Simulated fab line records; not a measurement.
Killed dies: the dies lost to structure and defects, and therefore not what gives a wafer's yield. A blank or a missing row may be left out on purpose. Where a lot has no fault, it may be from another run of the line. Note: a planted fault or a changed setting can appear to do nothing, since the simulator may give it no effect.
Which of the tools did it?	flow gf180mcu	21 wafers from 7 lots sampled at 3 of the route's 602 steps

== WHAT THE GAUGES READ, wafer by wafer ==
GF_V5_THK_MEAS_03.
lot	measured	on	V5_CVD_02_THK (nm)
L570	day 26 20:43	filmMetro-03	1450 1444 1476
L572	day 27 04:27	filmMetro-03	1447 1440 1477
L574	day 28 00:48	filmMetro-04	1454 1483 1449
L575	day 28 21:08	filmMetro-02	1412 1441 1460
L578	day 30 01:28	filmMetro-03	1445 1440 1463
L586	day 31 13:41	filmMetro-02	1426 1474 1479
L589	day 32 16:32	filmMetro-02	1437 1436 1468

== TOOL THAT RAN EACH LOT (tool first, then ch and the chambers of the sampled wafers, then the start) ==
lot	GF_DNWELL_DEVELOP_06	GF_V4_SPUTTER_22
L570	lithoTrack-01 ch 0, day 3 06:00	pvdSputter-02, day 24 23:12
L572	lithoTrack-03 ch 0, day 3 15:00	pvdSputter-03, day 25 09:13
L574	lithoTrack-03 ch 0, day 4 03:00	pvdSputter-04, day 26 04:37
L575	lithoTrack-03 ch 0, day 4 15:00	pvdSputter-04, day 27 01:59
L578	lithoTrack-01 ch 0, day 5 10:00	pvdSputter-02, day 28 09:01
L586	lithoTrack-01 ch 0, day 6 20:00	pvdSputter-03, day 29 23:43
L589	lithoTrack-04 ch 0, day 7 19:00	pvdSputter-02, day 31 03:58
- GF_DNWELL_DEVELOP_06: develop time 60 s.
- GF_V4_SPUTTER_22: material TiN, target thk 10 nm, time 40 s.

== THE ANSWER, worked out from the rows above alone ==
Rule: usual is defined by the lots themselves. The widest of any qualifying gaps counts: lots, ordered by their means at a reading, are off when they make up no more than a third of the lots, leave a main group of 4 or more, and stand apart from it by 3 or more times the standard deviation of that group's means. Not used: any main group whose means are identical at the precision the tables above print for the reading. A lot without any number at a reading at which 4 lots or more have one is off too. The other lots that the step has rows for count as sound.
Across all readings shown, no lot is off: no conclusion can be drawn from this.

== WHAT THE SIMULATOR PUT IN ==
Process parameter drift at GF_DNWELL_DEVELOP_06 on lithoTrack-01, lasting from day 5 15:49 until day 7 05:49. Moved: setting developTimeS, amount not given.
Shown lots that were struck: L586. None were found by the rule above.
